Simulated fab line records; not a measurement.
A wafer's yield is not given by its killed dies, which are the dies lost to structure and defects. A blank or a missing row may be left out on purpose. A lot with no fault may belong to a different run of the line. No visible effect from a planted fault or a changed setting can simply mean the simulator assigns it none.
Which tool was responsible? :: flow gf180mcu :: Sampling: 15 lots, 45 wafers, 4 of 602 route steps

## WHAT EACH GAUGE READ, for each wafer
Not one reading of a measure or inspect step in the record can be checked against a usual standard deviation.

## WHICH TOOL RAN EACH LOT (tool, then ch and the chambers of the sampled wafers, then the start)
lot: L732
GF_SALICIDE_RTA_06: rtp anneal-02 ch 0, day 15 02:18
GF_CONTACT_DEVELOP_13: litho track-02 ch 0, day 15 22:40
GF_CONTACT_ETCH_16: rie diel-04 ch 1,3, day 15 22:56
GF_CONTACT_SPUTTER_22: pvd sputter-01, day 15 23:23

lot: L735
GF_SALICIDE_RTA_06: rtp anneal-02 ch 0, day 16 08:15
GF_CONTACT_DEVELOP_13: litho track-04 ch 0, day 17 08:05
GF_CONTACT_ETCH_16: rie diel-04 ch 0,2,3, day 17 08:21
GF_CONTACT_SPUTTER_22: pvd sputter-01, day 17 08:49

lot: L736
GF_SALICIDE_RTA_06: rtp anneal-01 ch 0, day 16 16:46
GF_CONTACT_DEVELOP_13: litho track-02 ch 0, day 17 16:26
GF_CONTACT_ETCH_16: rie diel-03 ch 0,1,3, day 17 16:44
GF_CONTACT_SPUTTER_22: pvd sputter-01, day 17 17:11

lot: L742
GF_SALICIDE_RTA_06: rtp anneal-02 ch 0, day 18 19:29
GF_CONTACT_DEVELOP_13: litho track-04 ch 0, day 19 20:47
GF_CONTACT_ETCH_16: rie diel-02 ch 0,1,3, day 19 21:06
GF_CONTACT_SPUTTER_22: pvd sputter-01, day 19 21:34

lot: L743
GF_SALICIDE_RTA_06: rtp anneal-01 ch 0, day 19 07:43
GF_CONTACT_DEVELOP_13: litho track-04, day 20 08:44
GF_CONTACT_ETCH_16: rie diel-02 ch 0,2,3, day 20 09:00
GF_CONTACT_SPUTTER_22: pvd sputter-01, day 20 09:34

lot: L744
GF_SALICIDE_RTA_06: rtp anneal-02 ch 0, day 19 16:24
GF_CONTACT_DEVELOP_13: litho track-02, day 20 17:22
GF_CONTACT_ETCH_16: rie diel-02 ch 1,2,3, day 20 17:40
GF_CONTACT_SPUTTER_22: pvd sputter-03, day 20 18:08

lot: L745
GF_SALICIDE_RTA_06: rtp anneal-01 ch 0, day 20 03:28
GF_CONTACT_DEVELOP_13: litho track-02, day 21 04:49
GF_CONTACT_ETCH_16: rie diel-04 ch 1,3, day 21 05:07
GF_CONTACT_SPUTTER_22: pvd sputter-01, day 21 05:35

lot: L748
GF_SALICIDE_RTA_06: rtp anneal-01 ch 0, day 21 00:38
GF_CONTACT_DEVELOP_13: litho track-02 ch 0, day 22 01:16
GF_CONTACT_ETCH_16: rie diel-02 ch 0,1, day 22 01:34
GF_CONTACT_SPUTTER_22: pvd sputter-01, day 22 02:02

lot: L749
GF_SALICIDE_RTA_06: rtp anneal-01 ch 0, day 21 08:07
GF_CONTACT_DEVELOP_13: litho track-02 ch 0, day 22 08:40
GF_CONTACT_ETCH_16: rie diel-03 ch 1,2,3, day 22 08:58
GF_CONTACT_SPUTTER_22: pvd sputter-04, day 22 09:26

lot: L750
GF_SALICIDE_RTA_06: rtp anneal-01 ch 0, day 21 19:53
GF_CONTACT_DEVELOP_13: litho track-01 ch 0, day 22 20:01
GF_CONTACT_ETCH_16: rie diel-03 ch 1,2, day 22 20:17
GF_CONTACT_SPUTTER_22: pvd sputter-01, day 22 20:46

lot: L751
GF_SALICIDE_RTA_06: rtp anneal-01 ch 0, day 22 07:52
GF_CONTACT_DEVELOP_13: litho track-04 ch 0, day 23 07:59
GF_CONTACT_ETCH_16: rie diel-02 ch 0,2,3, day 23 08:17
GF_CONTACT_SPUTTER_22: pvd sputter-04, day 23 08:47

lot: L752
GF_SALICIDE_RTA_06: rtp anneal-01 ch 0, day 22 08:10
GF_CONTACT_DEVELOP_13: litho track-02 ch 0, day 23 09:19
GF_CONTACT_ETCH_16: rie diel-03 ch 0,2,3, day 23 09:37
GF_CONTACT_SPUTTER_22: pvd sputter-03, day 23 10:07

lot: L753
GF_SALICIDE_RTA_06: rtp anneal-01 ch 0, day 22 15:28
GF_CONTACT_DEVELOP_13: litho track-02 ch 0, day 23 14:40
GF_CONTACT_ETCH_16: rie diel-02 ch 1,3, day 23 14:58
GF_CONTACT_SPUTTER_22: pvd sputter-01, day 23 15:28

lot: L754
GF_SALICIDE_RTA_06: rtp anneal-01 ch 0, day 23 03:51
GF_CONTACT_DEVELOP_13: litho track-02 ch 0, day 24 03:08
GF_CONTACT_ETCH_16: rie diel-02 ch 0,1,3, day 24 03:25
GF_CONTACT_SPUTTER_22: pvd sputter-01, day 24 03:53

lot: L755
GF_SALICIDE_RTA_06: rtp anneal-02 ch 0, day 23 10:38
GF_CONTACT_DEVELOP_13: litho track-01 ch 0, day 24 09:52
GF_CONTACT_ETCH_16: rie diel-04 ch 0,1,3, day 24 10:08
GF_CONTACT_SPUTTER_22: pvd sputter-01, day 24 10:37
- GF_SALICIDE_RTA_06: time 30 s.
- GF_CONTACT_DEVELOP_13: develop time 60 s.
- GF_CONTACT_ETCH_16: etches BARC in N2/H2.
- GF_CONTACT_SPUTTER_22: material Ti, target thk 15 nm, time 80.02 s.

## AS READ BY THE TOOLS THEMSELVES (means over the sampled wafers that have a number; for cases with no such wafer, the mark the record gives instead)
GF_SALICIDE_RTA_06. Usual: lamp power pct 6.17 %, standard deviation 0.066; wafer_temp_C_max 532.1, standard deviation 0.51.
lot: L732
tool: rtp anneal-02
lamp power pct (%): 6.26
wafer_temp_C_max: 532.1
flag: 

lot: L735
tool: rtp anneal-02
lamp power pct (%): 6.26
wafer_temp_C_max: 532.1
flag: 

lot: L736
tool: rtp anneal-01
lamp power pct (%): 6.12
wafer_temp_C_max: 531.7
flag: 

lot: L742
tool: rtp anneal-02
lamp power pct (%): 6.25
wafer_temp_C_max: 532.3
flag: 

lot: L743
tool: rtp anneal-01
lamp power pct (%): 6.12
wafer_temp_C_max: 532.0
flag: 

lot: L744
tool: rtp anneal-02
lamp power pct (%): 6.25
wafer_temp_C_max: 531.8
flag: 

lot: L745
tool: rtp anneal-01
lamp power pct (%): 6.12
wafer_temp_C_max: 532.3
flag: 

lot: L748
tool: rtp anneal-01
lamp power pct (%): 6.11
wafer_temp_C_max: 532.4
flag: 

lot: L749
tool: rtp anneal-01
lamp power pct (%): 6.12
wafer_temp_C_max: 532.3
flag: 

lot: L750
tool: rtp anneal-01
lamp power pct (%): 6.12
wafer_temp_C_max: 532.3
flag: 

lot: L751
tool: rtp anneal-01
lamp power pct (%): 6.12
wafer_temp_C_max: 532.5
flag: 

lot: L752
tool: rtp anneal-01
lamp power pct (%): 6.11
wafer_temp_C_max: 532.5
flag: 

lot: L753
tool: rtp anneal-01
lamp power pct (%): 6.11
wafer_temp_C_max: 532.7
flag: 

lot: L754
tool: rtp anneal-01
lamp power pct (%): 6.11
wafer_temp_C_max: 532.2
flag: 

lot: L755
tool: rtp anneal-02
lamp power pct (%): 6.25
wafer_temp_C_max: 532.0
flag: 

GF_CONTACT_DEVELOP_13. Usual: chill plate temp C reads 23.00 C (standard deviation 0.1).
lot: L732
tool: litho track-02
chill plate temp C (C): 22.94
flag: 

lot: L735
tool: litho track-04
chill plate temp C (C): 23.12
flag: 

lot: L736
tool: litho track-02
chill plate temp C (C): 22.99
flag: 

lot: L742
tool: litho track-04
chill plate temp C (C): 23.10
flag: 

lot: L743
tool: litho track-04
chill plate temp C (C): -
flag: OFF

lot: L744
tool: litho track-02
chill plate temp C (C): -
flag: OFF

lot: L745
tool: litho track-02
chill plate temp C (C): -
flag: OFF

lot: L748
tool: litho track-02
chill plate temp C (C): 23.00
flag: 

lot: L749
tool: litho track-02
chill plate temp C (C): 23.19
flag: 

lot: L750
tool: litho track-01
chill plate temp C (C): 23.04
flag: 

lot: L751
tool: litho track-04
chill plate temp C (C): 22.94
flag: 

lot: L752
tool: litho track-02
chill plate temp C (C): 23.02
flag: 

lot: L753
tool: litho track-02
chill plate temp C (C): 22.98
flag: 

lot: L754
tool: litho track-02
chill plate temp C (C): 23.02
flag: 

lot: L755
tool: litho track-01
chill plate temp C (C): 23.12
flag: 

GF_CONTACT_ETCH_16. Usual: drypump motor current A 5.9 A, standard deviation 0.4; h2 flow sccm 199.9 sccm, standard deviation 0.6; oes product au 0.855 a.u., standard deviation 0.0043; throttle valve pct 13.224 %, standard deviation 0.0087.
lot: L732
tool: rie diel-04
drypump motor current A (A): 5.9
h2 flow sccm (sccm): 200.0
oes product au (a.u.): 0.858
throttle valve pct (%): 13.221
flag: 

lot: L735
tool: rie diel-04
drypump motor current A (A): 6.0
h2 flow sccm (sccm): 200.1
oes product au (a.u.): 0.856
throttle valve pct (%): 13.227
flag: 

lot: L736
tool: rie diel-03
drypump motor current A (A): 6.0
h2 flow sccm (sccm): 199.8
oes product au (a.u.): 0.859
throttle valve pct (%): 13.225
flag: 

lot: L742
tool: rie diel-02
drypump motor current A (A): 6.0
h2 flow sccm (sccm): 199.7
oes product au (a.u.): 0.858
throttle valve pct (%): 13.224
flag: 

lot: L743
tool: rie diel-02
drypump motor current A (A): 6.0
h2 flow sccm (sccm): 199.8
oes product au (a.u.): 0.859
throttle valve pct (%): 13.221
flag: 

lot: L744
tool: rie diel-02
drypump motor current A (A): 5.8
h2 flow sccm (sccm): 199.5
oes product au (a.u.): 0.849
throttle valve pct (%): 13.223
flag: 

lot: L745
tool: rie diel-04
drypump motor current A (A): 5.4
h2 flow sccm (sccm): 199.9
oes product au (a.u.): 0.851
throttle valve pct (%): 13.227
flag: 

lot: L748
tool: rie diel-02
drypump motor current A (A): 5.7
h2 flow sccm (sccm): 199.5
oes product au (a.u.): 0.853
throttle valve pct (%): 13.226
flag: 

lot: L749
tool: rie diel-03
drypump motor current A (A): 6.2
h2 flow sccm (sccm): 200.0
oes product au (a.u.): 0.853
throttle valve pct (%): 13.222
flag: 

lot: L750
tool: rie diel-03
drypump motor current A (A): 6.4
h2 flow sccm (sccm): 200.0
oes product au (a.u.): 0.854
throttle valve pct (%): 13.222
flag: 

lot: L751
tool: rie diel-02
drypump motor current A (A): 6.0
h2 flow sccm (sccm): 199.9
oes product au (a.u.): 0.851
throttle valve pct (%): 13.221
flag: 

lot: L752
tool: rie diel-03
drypump motor current A (A): 5.9
h2 flow sccm (sccm): 199.3
oes product au (a.u.): 0.854
throttle valve pct (%): 13.225
flag: 

lot: L753
tool: rie diel-02
drypump motor current A (A): 5.7
h2 flow sccm (sccm): 199.6
oes product au (a.u.): 0.852
throttle valve pct (%): 13.224
flag: 

lot: L754
tool: rie diel-02
drypump motor current A (A): 6.0
h2 flow sccm (sccm): 199.9
oes product au (a.u.): 0.860
throttle valve pct (%): 13.216
flag: 

lot: L755
tool: rie diel-04
drypump motor current A (A): 5.8
h2 flow sccm (sccm): 199.8
oes product au (a.u.): 0.853
throttle valve pct (%): 13.222
flag: 

GF_CONTACT_SPUTTER_22. Usual: throttle valve pct reads 29.9 % (standard deviation 1.3).
lot: L732
tool: pvd sputter-01
throttle valve pct (%): 30.5
flag: 

lot: L735
tool: pvd sputter-01
throttle valve pct (%): 30.1
flag: 

lot: L736
tool: pvd sputter-01
throttle valve pct (%): 31.1
flag: 

lot: L742
tool: pvd sputter-01
throttle valve pct (%): 30.0
flag: 

lot: L743
tool: pvd sputter-01
throttle valve pct (%): 29.1
flag: 

lot: L744
tool: pvd sputter-03
throttle valve pct (%): 30.6
flag: 

lot: L745
tool: pvd sputter-01
throttle valve pct (%): 30.0
flag: 

lot: L748
tool: pvd sputter-01
throttle valve pct (%): 30.9
flag: 

lot: L749
tool: pvd sputter-04
throttle valve pct (%): 31.0
flag: 

lot: L750
tool: pvd sputter-01
throttle valve pct (%): 28.8
flag: 

lot: L751
tool: pvd sputter-04
throttle valve pct (%): 30.3
flag: 

lot: L752
tool: pvd sputter-03
throttle valve pct (%): 30.3
flag: 

lot: L753
tool: pvd sputter-01
throttle valve pct (%): 29.2
flag: 

lot: L754
tool: pvd sputter-01
throttle valve pct (%): 29.1
flag: 

lot: L755
tool: pvd sputter-01
throttle valve pct (%): 29.1
flag: 

## THE ANSWER, worked out from the rows above alone
Rule: a lot is off if the mean of its wafers that have a number lies more than 3 standard deviations from the usual mean. A lot without any number at a reading at which 4 lots or more have one is off too. Where the step has rows for the other lots, those lots are counted as sound. First the gauges in route order, then the tools' own readings, where a lot's mean is used as printed above. At the first step where some lot is off, the reading lying furthest off is the one used; lots without a number count as furthest.
Off: L743, L744, L745, at GF_CONTACT_DEVELOP_13 (chill plate temp C). Without a number there: L743, L744, L745.
A tool fits if, at that step or a process step before it, it ran every lot that is off, and no sound lot after the first of them. Of those tried, none fits.

## WHAT THE SIMULATOR HAD PUT IN
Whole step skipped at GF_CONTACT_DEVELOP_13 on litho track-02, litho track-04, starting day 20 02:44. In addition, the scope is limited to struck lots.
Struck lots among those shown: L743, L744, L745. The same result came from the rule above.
